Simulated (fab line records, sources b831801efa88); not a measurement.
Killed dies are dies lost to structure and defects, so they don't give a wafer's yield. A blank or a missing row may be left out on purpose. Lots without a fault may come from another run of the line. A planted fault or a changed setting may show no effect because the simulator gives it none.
fab line records | flow sky130
record lots=5 wafers=15 last_day=50
route steps=708 shown VIA4@656 METAL5@661 PASSIVATION@681
lots that met no fault: from a run of the same line without faults
start_h: hours from the record's first day to the start of the lot's first wafer shown | wait_h: hours since the lot's step before | " the same as in the row above | L1.1+2: a row that stands for several wafers | - no value, or no start given | * or withheld: withheld | < > ~ a bound
route shown NAME@n: a module of which the file shows steps, and the number in the route of the first | usual: mean/standard deviation of fault-free wafers | same: alike in all rows | chamber/n: place in a boat | sites: the reading at each site | _std_site: their standard deviation | _edge_site: outer sites' mean less inner sites' | radius_mm: how far each site lies from the wafer's centre | mask NAME#n: copy n | behind: the tool/chamber that last shaped the wafer | hold: why the lot was held/for how many hours/how that ended | device: the transistor (n, p or np) that didn't switch | end of line: the same wafers' tests at the end of the route | a step without rows: its recipe alone | killed: dies lost to structure and defects at the first sort, not the wafer's yield | map: a wafer's dies, x killed, . not, _ none there
set.NAME: the setting as run; set.NAME@STEP: as run at that earlier step | model.NAME: the simulator's own value behind a step, which no gauge read
lots at some steps of the route; a table a step, a row a wafer
services: from which hour (start_h, from the record's first day; less than 0 if before it) a tool's chamber was out of use, for how many hours, and why
## steps
# step SKY_VIA4_SPUTTER_17
# recipe material=TiN target_thk_nm=20 chamber_pressure_pa=5 power_w=4000 time_s=80
# usual throttle_valve_pct=30.0/1.1
# columns lot.wafer tool chamber start_h wait_h throttle_valve_pct
L074.1 pvd_sputter-01 - 994.13 0.0 30.3
L074.3 " - " " 28.2
L074.4 " - " " 28.7
L080.2 pvd_sputter-04 - 1048.62 0.0 31.0
L080.4 " - " " 29.5
L080.6 " - " " 31.9
L082.3 pvd_sputter-02 - 1053.30 0.0 28.9
L082.4 " - " " 29.2
L082.6 " - " " 29.9
L095.2 pvd_sputter-04 - 1138.72 0.0 30.7
L095.3 " - " " 32.0
L095.6 " - " " 29.8
L097.2 pvd_sputter-02 - 1142.91 0.0 29.6
L097.3 " - " " 29.2
L097.6 " - " " 31.4
# step SKY_VIA4_CVD_18
# recipe material=W target_thk_nm=505 time_s=152.14 temp_c=400 pressure_torr=40
# usual heater_power_w=871/75
# columns lot.wafer tool chamber start_h wait_h heater_power_w
L074.1 cvd_w-02 1 994.19 0.0 968
L074.3 " 0 " " 848
L074.4 " 1 " " 939
L080.2 cvd_w-02 0 1048.68 0.0 869
L080.4 " 0 " " 863
L080.6 " 0 " " 876
L082.3 cvd_w-02 0 1053.41 0.1 850
L082.4 " 1 " " 990
L082.6 " 1 " " 972
L095.2 cvd_w-01 0 1138.84 0.1 870
L095.3 " 0 " " 888
L095.6 " 0 " " 867
L097.2 cvd_w-01 0 1142.97 0.0 883
L097.3 " 0 " " 879
L097.6 " 1 " " 758
# step SKY_VIA4_RS_MEAS_19
# recipe thk_meas_gauge=four-point-probe reads=W_of_VIA4_CVD_18+TiN_of_VIA4_SPUTTER_17
# usual VIA4_W_RS=0.2272/0.0022
# columns lot.wafer tool chamber start_h wait_h VIA4_W_RS[ohm/sq]
L074.1 film_metro-04 - 994.34 0.1 0.2272
L074.3 " - " " 0.2275
L074.4 " - " " 0.2269
L080.2 film_metro-01 - 1048.85 0.1 0.2308
L080.4 " - " " 0.2319
L080.6 " - " " 0.2294
L082.3 film_metro-03 - 1053.55 0.1 0.2284
L082.4 " - " " 0.2271
L082.6 " - " " 0.2267
L095.2 film_metro-03 - 1139.11 0.2 0.2237
L095.3 " - " " 0.2251
L095.6 " - " " 0.2277
L097.2 film_metro-03 - 1143.14 0.1 0.2239
L097.3 " - " " 0.2230
L097.6 " - " " 0.2247
# step SKY_VIA4_THK_MEAS_20
# recipe thk_meas_gauge=xrf reads=W_of_VIA4_CVD_18
# usual VIA4_W_THK=513/6.2
# columns lot.wafer tool chamber start_h wait_h VIA4_W_THK[nm]
L074.1 film_metro-04 - 994.46 0.1 518
L074.3 " - " " 512
L074.4 " - " " 515
L080.2 film_metro-01 - 1048.96 0.1 499
L080.4 " - " " 495
L080.6 " - " " 502
L082.3 film_metro-03 - 1053.65 0.1 513
L082.4 " - " " 517
L082.6 " - " " 515
L095.2 film_metro-03 - 1139.22 0.1 522
L095.3 " - " " 523
L095.6 " - " " 515
L097.2 film_metro-03 - 1143.25 0.1 525
L097.3 " - " " 525
L097.6 " - " " 522
# step SKY_VIA4_CMP_21
# recipe stop_on=SiO2 t_overpolish_s=25 down_force_psi=3.5 platen_rpm=60 target_thk_nm=0 pad_velocity_m_s=0.94248
# usual motor_current_A=12.0/0.98 overpolish_run_s=25.001/0.0089 time_to_endpoint_s=121/4.3
# columns lot.wafer tool chamber start_h wait_h motor_current_A overpolish_run_s time_to_endpoint_s
L074.4 cmp-02 0 994.52 0.0 11.3 24.996 119
L074.3 " 2 " " 11.8 25.014 121
L074.1 " 3 " " 10.1 24.996 126
L080.2 cmp-01 0 1049.06 0.1 12.9 24.997 122
L080.4 " 2 " " 11.4 25.010 114
L080.6 " 3 " " 12.2 25.012 117
L082.4 cmp-01 1 1053.74 0.1 13.9 24.983 124
L082.3 " 2 " " 11.3 24.986 117
L082.6 " 0 " " 12.9 25.001 121
L095.3 cmp-01 2 1139.46 0.2 11.4 25.009 120
L095.2 " 1 " " 13.3 25.000 125
L095.6 " 3 " " 12.0 24.998 121
L097.3 cmp-01 2 1143.30 0.0 11.8 25.011 122
L097.2 " 3 " " 11.0 25.020 123
L097.6 " 3 " " 11.8 25.002 125
# step SKY_METAL5_SPUTTER_00
# recipe material=Ti target_thk_nm=15 power_w=3000 time_s=10 chamber_pressure_pa=0.4
# usual throttle_valve_pct=29.6/0.84
# columns lot.wafer tool chamber start_h wait_h throttle_valve_pct
L074.1 pvd_sputter-02 - 994.82 0.1 31.7
L074.3 " - " " 29.8
L074.4 " - " " 29.3
L080.2 pvd_sputter-02 - 1049.31 0.2 29.7
L080.4 " - " " 28.6
L080.6 " - " " 28.8
L082.3 pvd_sputter-03 - 1053.99 0.1 29.4
L082.4 " - " " 29.6
L082.6 " - " " 29.5
L095.2 pvd_sputter-02 - 1139.76 0.1 28.4
L095.3 " - " " 29.4
L095.6 " - " " 31.5
L097.2 pvd_sputter-01 - 1143.60 0.2 28.6
L097.3 " - " " 28.1
L097.6 " - " " 28.9
# step SKY_METAL5_SPUTTER_01
# recipe material=TiN target_thk_nm=20 power_w=6500 time_s=16.7 chamber_pressure_pa=0.4
# usual throttle_valve_pct=29.6/0.83
# columns lot.wafer tool chamber start_h wait_h throttle_valve_pct
L074.1 pvd_sputter-02 - 994.85 0.0 31.6
L074.3 " - " " 29.9
L074.4 " - " " 29.3
L080.2 pvd_sputter-02 - 1049.33 0.0 29.8
L080.4 " - " " 28.9
L080.6 " - " " 28.9
L082.3 pvd_sputter-03 - 1054.02 0.0 29.5
L082.4 " - " " 29.4
L082.6 " - " " 29.4
L095.2 pvd_sputter-02 - 1139.78 0.0 28.8
L095.3 " - " " 30.1
L095.6 " - " " 31.6
L097.2 pvd_sputter-01 - 1143.63 0.0 28.8
L097.3 " - " " 28.5
L097.6 " - " " 28.9
# step SKY_METAL5_SPUTTER_02
# recipe material=AlCu target_thk_nm=1150 power_w=10600 time_s=61.2 chamber_pressure_pa=0.4
# usual throttle_valve_pct=29.6/0.83
# columns lot.wafer tool chamber start_h wait_h throttle_valve_pct
L074.1 pvd_sputter-02 - 994.87 0.0 31.6
L074.3 " - " " 29.8
L074.4 " - " " 29.4
L080.2 pvd_sputter-02 - 1049.36 0.0 29.8
L080.4 " - " " 28.9
L080.6 " - " " 28.8
L082.3 pvd_sputter-03 - 1054.04 0.0 29.6
L082.4 " - " " 29.4
L082.6 " - " " 29.4
L095.2 pvd_sputter-02 - 1139.80 0.0 28.9
L095.3 " - " " 29.8
L095.6 " - " " 31.5
L097.2 pvd_sputter-01 - 1143.65 0.0 29.1
L097.3 " - " " 28.2
L097.6 " - " " 28.8
# step SKY_METAL5_SPUTTER_03
# recipe material=Ti target_thk_nm=5 power_w=3000 time_s=3.3 chamber_pressure_pa=0.4
# usual throttle_valve_pct=29.6/0.83
# columns lot.wafer tool chamber start_h wait_h throttle_valve_pct
L074.1 pvd_sputter-02 - 994.92 0.0 31.4
L074.3 " - " " 29.8
L074.4 " - " " 29.3
L080.2 pvd_sputter-02 - 1049.41 0.0 30.0
L080.4 " - " " 28.8
L080.6 " - " " 28.7
L082.3 pvd_sputter-03 - 1054.09 0.0 29.6
L082.4 " - " " 29.3
L082.6 " - " " 29.4
L095.2 pvd_sputter-02 - 1139.85 0.0 28.6
L095.3 " - " " 29.8
L095.6 " - " " 31.6
L097.2 pvd_sputter-01 - 1143.70 0.0 29.0
L097.3 " - " " 28.6
L097.6 " - " " 29.0
# step SKY_METAL5_SPUTTER_04
# recipe material=TiN target_thk_nm=70 power_w=6500 time_s=58.3 chamber_pressure_pa=0.4
# usual throttle_valve_pct=29.6/0.84
# columns lot.wafer tool chamber start_h wait_h throttle_valve_pct
L074.1 pvd_sputter-02 - 994.94 0.0 31.5
L074.3 " - " " 29.5
L074.4 " - " " 29.3
L080.2 pvd_sputter-02 - 1049.43 0.0 29.9
L080.4 " - " " 28.7
L080.6 " - " " 28.6
L082.3 pvd_sputter-03 - 1054.11 0.0 29.8
L082.4 " - " " 29.3
L082.6 " - " " 29.3
L095.2 pvd_sputter-02 - 1139.87 0.0 28.5
L095.3 " - " " 29.7
L095.6 " - " " 31.5
L097.2 pvd_sputter-01 - 1143.72 0.0 28.8
L097.3 " - " " 28.5
L097.6 " - " " 28.9
# step SKY_METAL5_RS_MEAS_05
# recipe thk_meas_gauge=four-point-probe reads=TiN_of_METAL5_SPUTTER_04+Ti_of_METAL5_SPUTTER_03+AlCu_of_METAL5_SPUTTER_02+TiN_of_METAL5_SPUTTER_01+Ti_of_METAL5_SPUTTER_00
# usual METAL5_ALCU_RS=0.02701/0.00026
# columns lot.wafer tool chamber start_h wait_h METAL5_ALCU_RS[ohm/sq]
L074.1 film_metro-03 - 994.99 0.0 0.02675
L074.3 " - " " 0.02681
L074.4 " - " " 0.0268
L080.2 film_metro-02 - 1049.49 0.0 0.02701
L080.4 " - " " 0.02679
L080.6 " - " " 0.02683
L082.3 film_metro-03 - 1054.20 0.1 0.02672
L082.4 " - " " 0.02684
L082.6 " - " " 0.02677
L095.2 film_metro-03 - 1139.94 0.0 0.02694
L095.3 " - " " 0.02692
L095.6 " - " " 0.0271
L097.2 film_metro-01 - 1143.79 0.0 0.02682
L097.3 " - " " 0.02653
L097.6 " - " " 0.02713
# step SKY_METAL5_THK_MEAS_06
# recipe thk_meas_gauge=xrf reads=AlCu_of_METAL5_SPUTTER_02
# usual METAL5_ALCU_THK=1186/14
# columns lot.wafer tool chamber start_h wait_h METAL5_ALCU_THK[nm]
L074.1 film_metro-03 - 995.11 0.1 1192
L074.3 " - " " 1184
L074.4 " - " " 1187
L080.2 film_metro-02 - 1049.60 0.1 1188
L080.4 " - " " 1200
L080.6 " - " " 1198
L082.3 film_metro-03 - 1054.30 0.1 1192
L082.4 " - " " 1193
L082.6 " - " " 1197
L095.2 film_metro-03 - 1140.05 0.1 1186
L095.3 " - " " 1181
L095.6 " - " " 1173
L097.2 film_metro-01 - 1143.90 0.1 1188
L097.3 " - " " 1200
L097.6 " - " " 1174
# step SKY_METAL5_DEHYDRATE_07
# recipe temp_c=200 time_s=60
# usual plate_temp_C=200.00/0.16
# columns lot.wafer tool chamber start_h wait_h plate_temp_C
L074.1 litho_track-01 0 1005.15 10.0 199.96
L074.3 " 0 " " 200.15
L074.4 " 0 " " 200.03
L080.2 litho_track-01 0 1059.02 9.4 199.94
L080.4 " 0 " " 200.20
L080.6 " 0 " " 200.04
L082.3 litho_track-01 0 1064.90 10.6 199.95
L082.4 " 0 " " 199.87
L082.6 " 0 " " 199.86
L095.2 litho_track-01 0 1148.68 8.6 199.96
L095.3 " 0 " " 199.94
L095.6 " 0 " " 199.87
L097.2 litho_track-04 0 1152.32 8.4 199.98
L097.3 " 0 " " 200.05
L097.6 " 0 " " 200.05
# step SKY_METAL5_HMDS_08
# recipe prime_time_s=60 prime_temp_c=120
# columns lot.wafer tool chamber start_h wait_h
L074.1+3+4 litho_track-01 0 1005.30 0.1
L080.2+4+6 litho_track-01 0 1059.17 0.1
L082.3+4+6 litho_track-01 0 1065.05 0.1
L095.2+3+6 litho_track-01 0 1148.83 0.1
L097.2+3+6 litho_track-04 0 1152.47 0.1
# step SKY_METAL5_COAT_09
# recipe resist=NOVOLAK spin_rpm=3000 resist_thk_nm=1800
# columns lot.wafer tool chamber start_h wait_h
L074.1+3+4 litho_track-01 0 1005.45 0.1
L080.2+4+6 litho_track-01 0 1059.32 0.1
L082.3+4+6 litho_track-01 0 1065.20 0.1
L095.2+3+6 litho_track-01 0 1148.98 0.1
L097.2+3+6 litho_track-04 0 1152.62 0.1
# step SKY_METAL5_SOFTBAKE_10
# recipe temp_c=90 time_s=60 resist=NOVOLAK
# usual plate_temp_C=90.01/0.13
# columns lot.wafer tool chamber start_h wait_h plate_temp_C
L074.1 litho_track-01 0 1005.60 0.1 90.18
L074.3 " 0 " " 90.00
L074.4 " 0 " " 90.01
L080.2 litho_track-01 0 1059.47 0.1 90.25
L080.4 " 0 " " 90.25
L080.6 " 0 " " 90.25
L082.3 litho_track-01 0 1065.35 0.1 90.14
L082.4 " 0 " " 90.05
L082.6 " 0 " " 90.07
L095.2 litho_track-01 0 1149.13 0.1 90.20
L095.3 " 0 " " 90.03
L095.6 " 0 " " 90.08
L097.2 litho_track-04 0 1152.77 0.1 90.04
L097.3 " 0 " " 89.77
L097.6 " 0 " " 90.23
# step SKY_METAL5_EXPOSE_11
# recipe mask_id=MM5 na=0.6 source_shape=conventional sigma_outer=0.6 polarization=unpolarized target_cd_nm=1600 dose_mj=190
# columns lot.wafer tool chamber start_h wait_h mask
L074.1+3+4 iline_stepper-01 0 - - MM5#0
L080.2+4+6 iline_stepper-02 0 - - MM5#0
L082.3+4+6 iline_stepper-01 0 - - MM5#0
L095.2+3+6 iline_stepper-01 0 - - MM5#0
L097.2+3+6 iline_stepper-02 0 - - MM5#0
# step SKY_METAL5_PEB_12
# recipe temp_c=withheld time_s=* resist=NOVOLAK
# columns lot.wafer tool chamber start_h wait_h
L074.1+3+4 litho_track-02 0 - -
L080.2+4+6 litho_track-01 0 - -
L082.3+4+6 litho_track-01 0 - -
L095.2+3+6 litho_track-04 0 - -
L097.2+3+6 litho_track-02 0 - -
# step SKY_METAL5_DEVELOP_13
# recipe resist=NOVOLAK developer=TMAH develop_time_s=60 dev_temp_c=23
# columns lot.wafer tool chamber start_h wait_h
L074.1+3+4 litho_track-02 0 1017.12 0.1
L080.2+4+6 litho_track-01 0 1070.57 0.1
L082.3+4+6 litho_track-01 0 1075.10 0.1
L095.2+3+6 litho_track-04 0 1157.27 0.1
L097.2+3+6 litho_track-02 0 1160.75 0.1
# step SKY_METAL5_DESCUM_14
# recipe chemistry=O2 source_power_w=150 bias_power_w=0 pressure_mtorr=10 temp_c=40 time_s=11
# usual chamber_pressure_mTorr=10.000/0.0091 drypump_motor_current_A=6.1/0.43 oes_product_au=0.992/0.0099
# columns lot.wafer tool chamber start_h wait_h chamber_pressure_mTorr drypump_motor_current_A oes_product_au rf_hours_counter_h
L074.1 rie_metal-01 0 1017.27 0.1 9.987 6.3 0.995 9
L074.3 " 1 " " 9.995 6.5 0.983 -
L074.4 " 0 " " 9.994 6.3 0.995 -
L080.2 rie_metal-03 1 1070.70 0.1 9.993 6.2 0.994 14
L080.4 " 0 " " 9.979 5.6 0.994 -
L080.6 " 0 " " 10.007 5.5 1.018 -
L082.3 rie_metal-04 0 1075.21 0.1 10.002 5.1 0.982 -
L082.4 " 1 " " 9.992 6.1 0.986 -
L082.6 " 0 " " 10.010 5.0 0.986 -
L095.2 rie_metal-03 0 1157.39 0.1 9.992 5.5 1.000 22
L095.3 " 0 " " 10.000 5.5 1.008 -
L095.6 " 1 " " 9.990 6.2 0.992 -
L097.2 rie_metal-03 1 1160.87 0.1 10.005 6.2 0.978 23
L097.3 " 0 " " 9.992 5.6 1.008 -
L097.6 " 1 " " 10.013 6.2 0.982 -
# step SKY_METAL5_METAL_ETCH_15
# recipe target_depth_a=12600 stop_on=SiO2 over_etch_frac=0.2 time_s=252 chemistry=Cl2/BCl3 resist_sidewall_deg=86 pressure_mtorr=10 icp_w=900 bias_w=48.5 Cl2_flow_sccm=60 bcl3_flow_sccm=30
# usual chamber_pressure_mTorr=10.000/0.009 drypump_motor_current_A=6.1/0.43 oes_product_au=0.894/0.005 throttle_valve_pct=22.264/0.0094
# columns lot.wafer tool chamber start_h wait_h chamber_pressure_mTorr drypump_motor_current_A oes_product_au rf_hours_counter_h throttle_valve_pct
L074.1 rie_metal-01 0 1017.31 0.0 10.007 6.3 0.896 9 22.262
L074.3 " 1 " " 9.997 6.5 0.910 - 22.272
L074.4 " 0 " " 9.998 6.3 0.893 - 22.250
L080.2 rie_metal-03 1 1070.73 0.0 10.000 6.2 0.890 14 22.261
L080.4 " 0 " " 10.003 5.5 0.891 - 22.272
L080.6 " 0 " " 9.988 5.5 0.891 - 22.263
L082.3 rie_metal-04 0 1075.31 0.1 10.022 5.0 0.890 - 22.260
L082.4 " 1 " " 9.993 6.1 0.896 - 22.252
L082.6 " 0 " " 10.003 5.0 0.898 - 22.270
L095.2 rie_metal-03 0 1157.43 0.0 9.992 5.5 0.902 22 22.268
L095.3 " 0 " " 10.005 5.5 0.890 - 22.252
L095.6 " 1 " " 9.988 6.2 0.897 - 22.275
L097.2 rie_metal-03 1 1160.91 0.0 10.001 6.2 0.893 24 22.270
L097.3 " 0 " " 9.978 5.6 0.897 - 22.248
L097.6 " 1 " " 9.996 6.2 0.899 - 22.258
# step SKY_METAL5_STRIP_16
# recipe chemistry=O2/N2 power_w=1400 pressure_mtorr=1500 platen_temp_c=withheld o2_flow_sccm=3000 n2_flow_sccm=300 overash_fraction=0.5
# usual chamber_pressure_mTorr=1500.0/1.3 drypump_motor_current_A=5.7/0.55 n2_flow_sccm=300.0/0.89 oes_product_au=0.710/0.0048 strip_time_to_endpoint_s=13.15/0.15
# columns lot.wafer tool chamber start_h wait_h chamber_pressure_mTorr drypump_motor_current_A n2_flow_sccm oes_product_au rf_hours_counter_h strip_time_to_endpoint_s
L074.1 plasma_asher-03 1 1017.54 0.2 1499.1 5.3 300.8 0.706 27 13.14
L074.3 " 0 " " 1501.3 5.4 298.8 0.705 - 13.33
L074.4 " 1 " " 1500.7 5.3 300.9 0.718 - 13.00
L080.2 plasma_asher-04 0 1070.97 0.2 1502.1 4.7 300.1 0.703 63 13.25
L080.4 " 0 " " 1500.2 4.7 299.9 0.708 - 13.01
L080.6 " 0 " " 1500.4 4.7 300.7 0.713 - 13.00
L082.3 plasma_asher-03 0 1075.50 0.1 1501.3 5.4 299.3 0.707 - 13.31
L082.4 " 1 " " 1499.6 5.3 299.5 0.712 - 13.30
L082.6 " 0 " " 1497.8 5.4 300.0 0.711 - 13.32
L095.2 plasma_asher-02 1 1157.66 0.2 1499.1 6.0 300.1 0.717 98 12.99
L095.3 " 1 " " 1499.7 6.0 299.6 0.708 - 12.99
L095.6 " 0 " " 1500.0 6.4 299.4 0.709 - 13.19
L097.2 plasma_asher-02 0 1161.14 0.2 1499.1 6.4 299.9 0.710 99 13.05
L097.3 " 1 " " 1499.3 6.0 299.2 0.723 - 12.76
L097.6 " 0 " " 1499.0 6.4 299.7 0.709 - 12.93
# step SKY_METAL5_STRIP_17
# recipe chemistry=post_etch_residue_remover time_s=1200 temp_c=72.5
# columns lot.wafer tool chamber start_h wait_h
L074.1+3+4 wet_bench-03 1 1017.64 0.1
L080.2+4+6 wet_bench-02 1 1071.07 0.1
L082.3+4+6 wet_bench-04 2 1075.57 0.0
L095.2+3+6 wet_bench-02 3 1157.86 0.2
L097.2+3+6 wet_bench-03 0 1161.24 0.1
# step SKY_METAL5_CLEAN_18
# recipe chemistry=IPA time_s=180 temp_c=25
# columns lot.wafer tool chamber start_h wait_h
L074.1+3+4 wet_bench-04 1 1017.98 0.0
L080.2+4+6 wet_bench-04 3 1071.44 0.0
L082.3+4+6 wet_bench-04 2 1075.91 0.0
L095.2+3+6 wet_bench-02 2 1158.36 0.1
L097.2+3+6 wet_bench-02 0 1161.58 0.0
# step SKY_METAL5_CLEAN_19
# recipe chemistry=O3/DIW dry=n2_spin
# columns lot.wafer tool chamber start_h wait_h
L074.1+3+4 wet_bench-03 1 1018.04 0.0
L080.2+4+6 wet_bench-03 0 1071.51 0.0
L082.3+4+6 wet_bench-03 1 1076.00 0.0
L095.2+3+6 wet_bench-03 2 1158.48 0.1
L097.2+3+6 wet_bench-02 0 1161.64 0.0
# step SKY_PASSIVATION_CVD_00
# recipe material=SiO2 target_thk_nm=90 temp_c=400 time_s=withheld rf_w=600
# usual heater_power_w=613/97
# columns lot.wafer tool chamber start_h wait_h heater_power_w
L074.1 pecvd-03 0 1018.13 0.0 579
L074.3 " 0 " " 599
L074.4 " 0 " " 599
L080.2 pecvd-01 1 1071.60 0.0 470
L080.4 " 2 " " 783
L080.6 " 1 " " 469
L082.3 pecvd-01 1 1076.09 0.0 480
L082.4 " 2 " " 692
L082.6 " 0 " " 592
L095.2 pecvd-03 2 1158.57 0.0 725
L095.3 " 0 " " 593
L095.6 " 2 " " 730
L097.2 pecvd-03 1 1161.73 0.0 664
L097.3 " 2 " " 674
L097.6 " 0 " " 533
# step SKY_PASSIVATION_THK_MEAS_01
# recipe reads=SiO2_of_PASSIVATION_CVD_00
# usual PASSIVATION_CVD_00_THK=90.5/1.3
# columns lot.wafer tool chamber start_h wait_h PASSIVATION_CVD_00_THK[nm]
L074.1 film_metro-02 - 1018.20 - 88.2
L074.3 " - " " 90.2
L074.4 " - " " 90.3
L080.2 film_metro-02 - 1071.63 - 90.4
L080.4 " - " " 92.4
L080.6 " - " " 91.1
L082.3 film_metro-04 - 1076.13 - 88.6
L082.4 " - " " 92.9
L082.6 " - " " 91.6
L095.2 film_metro-02 - 1158.60 - 91.0
L095.3 " - " " 90.6
L095.6 " - " " 92.1
L097.2 film_metro-01 - 1161.77 - 89.3
L097.3 " - " " 88.3
L097.6 " - " " 90.1
# step SKY_PASSIVATION_CVD_02
# recipe material=Si3N4 target_thk_nm=540 temp_c=400 time_s=withheld rf_w=450
# usual heater_power_w=676/95
# columns lot.wafer tool chamber start_h wait_h heater_power_w
L074.1 pecvd-04 2 1018.26 0.1 640
L074.3 " 0 " " 760
L074.4 " 0 " " 783
L080.2 pecvd-03 1 1071.68 0.0 797
L080.4 " 1 " " 786
L080.6 " 0 " " 532
L082.3 pecvd-03 0 1076.40 0.3 569
L082.4 " 0 " " 601
L082.6 " 0 " " 642
L095.2 pecvd-04 1 1158.65 0.0 693
L095.3 " 2 " " 593
L095.6 " 0 " " 835
L097.2 pecvd-04 0 1161.82 0.0 813
L097.3 " 1 " " 718
L097.6 " 0 " " 666
# step SKY_PASSIVATION_THK_MEAS_03
# recipe reads=Si3N4_of_PASSIVATION_CVD_02
# usual PASSIVATION_CVD_02_THK=542/7.1
# columns lot.wafer tool chamber start_h wait_h PASSIVATION_CVD_02_THK[nm]
L074.1 film_metro-02 - 1018.48 - 535
L074.3 " - " " 532
L074.4 " - " " 540
L080.2 film_metro-01 - 1072.03 - 537
L080.4 " - " " 546
L080.6 " - " " 548
L082.3 film_metro-04 - 1076.87 - 552
L082.4 " - " " 547
L082.6 " - " " 549
L095.2 film_metro-04 - 1158.93 - 533
L095.3 " - " " 527
L095.6 " - " " 544
L097.2 film_metro-02 - 1162.05 - 530
L097.3 " - " " 535
L097.6 " - " " 541
# step SKY_PASSIVATION_DEHYDRATE_04
# recipe temp_c=200 time_s=60
# usual plate_temp_C=199.98/0.15
# columns lot.wafer tool chamber start_h wait_h plate_temp_C
L074.1 litho_track-03 0 1029.12 10.6 199.63
L074.3 " 0 " " 200.09
L074.4 " 0 " " 199.92
L080.2 litho_track-01 0 1081.32 9.3 200.03
L080.4 " 0 " " 199.74
L080.6 " 0 " " 199.91
L082.3 litho_track-03 0 1086.92 10.0 199.56
L082.4 " 0 " " 199.89
L082.6 " 0 " " 199.99
L095.2 litho_track-03 0 1166.64 7.7 199.87
L095.3 " 0 " " 199.95
L095.6 " 0 " " 199.94
L097.2 litho_track-03 0 1169.64 7.6 199.70
L097.3 " 0 " " 200.16
L097.6 " 0 " " 199.91
# step SKY_PASSIVATION_HMDS_05
# recipe prime_time_s=60 prime_temp_c=120
# columns lot.wafer tool chamber start_h wait_h
L074.1+3+4 litho_track-03 0 1029.27 0.1
L080.2+4+6 litho_track-01 0 1081.47 0.1
L082.3+4+6 litho_track-03 0 1087.07 0.1
L095.2+3+6 litho_track-03 0 1166.79 0.1
L097.2+3+6 litho_track-03 0 1169.79 0.1
# step SKY_PASSIVATION_COAT_06
# recipe spin_rpm=2000 resist_thk_nm=3000
# columns lot.wafer tool chamber start_h wait_h
L074.1+3+4 litho_track-03 0 1029.42 0.1
L080.2+4+6 litho_track-01 0 1081.62 0.1
L082.3+4+6 litho_track-03 0 1087.22 0.1
L095.2+3+6 litho_track-03 0 1166.94 0.1
L097.2+3+6 litho_track-03 0 1169.94 0.1
# step SKY_PASSIVATION_SOFTBAKE_07
# recipe temp_c=110 time_s=withheld
# usual plate_temp_C=110.03/0.13
# columns lot.wafer tool chamber start_h wait_h plate_temp_C
L074.1 litho_track-03 0 1029.57 0.1 110.20
L074.3 " 0 " " 110.18
L074.4 " 0 " " 110.10
L080.2 litho_track-01 0 1081.78 0.1 110.41
L080.4 " 0 " " 110.21
L080.6 " 0 " " 110.30
L082.3 litho_track-03 0 1087.38 0.1 110.15
L082.4 " 0 " " 109.97
L082.6 " 0 " " 110.05
L095.2 litho_track-03 0 1167.10 0.1 110.15
L095.3 " 0 " " 110.16
L095.6 " 0 " " 110.12
L097.2 litho_track-03 0 1170.10 0.1 109.90
L097.3 " 0 " " 109.84
L097.6 " 0 " " 109.90
# step SKY_PASSIVATION_EXPOSE_08
# recipe mask_id=NSM target_cd_nm=3000 na=0.57 dose_mj=260
# columns lot.wafer tool chamber start_h wait_h mask
L074.1+3+4 iline_stepper-01 0 - - NSM#0
L080.2+4+6 iline_stepper-01 0 - - NSM#0
L082.3+4+6 iline_stepper-01 0 - - NSM#0
L095.2+3+6 iline_stepper-01 0 - - NSM#0
L097.2+3+6 iline_stepper-01 0 - - NSM#0
# step SKY_PASSIVATION_PEB_09
# recipe temp_c=115 time_s=withheld
# usual plate_temp_C=114.97/0.15
# columns lot.wafer tool chamber start_h wait_h plate_temp_C
L074.1 litho_track-04 0 - - 115.00
L074.3 " 0 " " 115.08
L074.4 " 0 " " 114.94
L080.2 litho_track-03 0 - - 115.25
L080.4 " 0 " " 115.08
L080.6 " 0 " " 115.05
L082.3 litho_track-04 0 - - 115.18
L082.4 " 0 " " 115.13
L082.6 " 0 " " 115.04
L095.2 litho_track-03 0 - - 114.66
L095.3 " 0 " " 114.70
L095.6 " 0 " " 114.59
L097.2 litho_track-03 0 - - 114.54
L097.3 " 0 " " 114.76
L097.6 " 0 " " 114.78
# step SKY_PASSIVATION_DEVELOP_10
# recipe develop_time_s=60 dev_temp_c=23
# columns lot.wafer tool chamber start_h wait_h
L074.1+3+4 litho_track-04 0 - -
L080.2+4+6 litho_track-03 0 - -
L082.3+4+6 litho_track-04 0 - -
L095.2+3+6 litho_track-03 0 - -
L097.2+3+6 litho_track-03 0 - -
# step SKY_PASSIVATION_ETCH_11
# recipe chemistry=CF4/O2 target_depth_nm=725 stop_on=AlCu source_w=800 bias_w=150 pressure_mtorr=150 cf4_flow_sccm=80 O2_flow_sccm=10 time_s=161.1
# usual chamber_pressure_mTorr=150.01/0.13 drypump_motor_current_A=5.7/0.33 oes_product_au=0.980/0.0071 throttle_valve_pct=5.965/0.0088
# columns lot.wafer tool chamber start_h wait_h chamber_pressure_mTorr drypump_motor_current_A oes_product_au rf_hours_counter_h throttle_valve_pct
L074.1 rie_diel-03 3 1040.74 - 149.93 5.8 0.971 19 5.969
L074.3 " 1 " " 149.94 5.5 0.969 13 5.976
L074.4 " 2 " " 149.79 5.7 0.984 - 5.964
L080.2 rie_diel-01 0 1092.27 - 149.92 5.3 0.984 23 5.965
L080.4 " 2 " " 149.91 5.6 0.983 18 5.963
L080.6 " 3 " " 150.21 5.5 0.985 - 5.960
L082.3 rie_diel-01 3 1096.69 - 149.91 5.5 0.987 28 5.964
L082.4 " 2 " " 149.87 5.6 0.989 19 5.979
L082.6 " 1 " " 149.86 5.5 0.987 - 5.963
L095.2 rie_diel-03 1 1175.42 - 149.97 5.5 0.974 17 5.983
L095.3 " 3 " " 150.09 5.8 0.970 24 5.982
L095.6 " 1 " " 150.00 5.5 0.971 - 5.971
L097.2 rie_diel-03 1 1177.77 - 150.33 5.5 0.966 17 5.972
L097.3 " 0 " " 150.02 6.0 0.980 12 5.972
L097.6 " 1 " " 149.81 5.5 0.983 - 5.950
## services
# columns tool chamber start_h hours kind
cmp-01 - 973.68 1.5 repair
rie_metal-03 - 983.41 4.6 repair
cmp-01 - 987.55 3.5 repair
rie_metal-03 - 988.02 2.8 pm
pecvd-03 - 994.55 0.4 repair
pvd_sputter-02 - 997.43 3.8 repair
pvd_sputter-01 - 1022.62 5.0 repair
cmp-01 - 1026.94 0.5 repair
rie_metal-03 - 1027.47 0.2 repair
iline_stepper-01 - 1048.20 1.7 pm
iline_stepper-01 - 1059.30 2.0 repair
cmp-01 - 1062.52 0.9 repair
cmp-01 - 1078.31 0.3 repair
rie_metal-03 0 1081.81 26.4 repair
cmp-01 - 1082.89 0.7 repair
cmp-01 - 1084.00 4.0 pm
pecvd-03 - 1088.87 0.7 repair
cmp-01 - 1097.65 6.2 pm
pecvd-03 - 1105.84 2.6 repair
wet_bench-04 - 1114.51 2.1 repair
pvd_sputter-02 - 1123.89 5.4 repair
pvd_sputter-02 - 1147.35 1.1 repair
wet_bench-02 - 1150.85 3.1 repair
cmp-01 - 1160.77 3.8 repair
## key
fault none
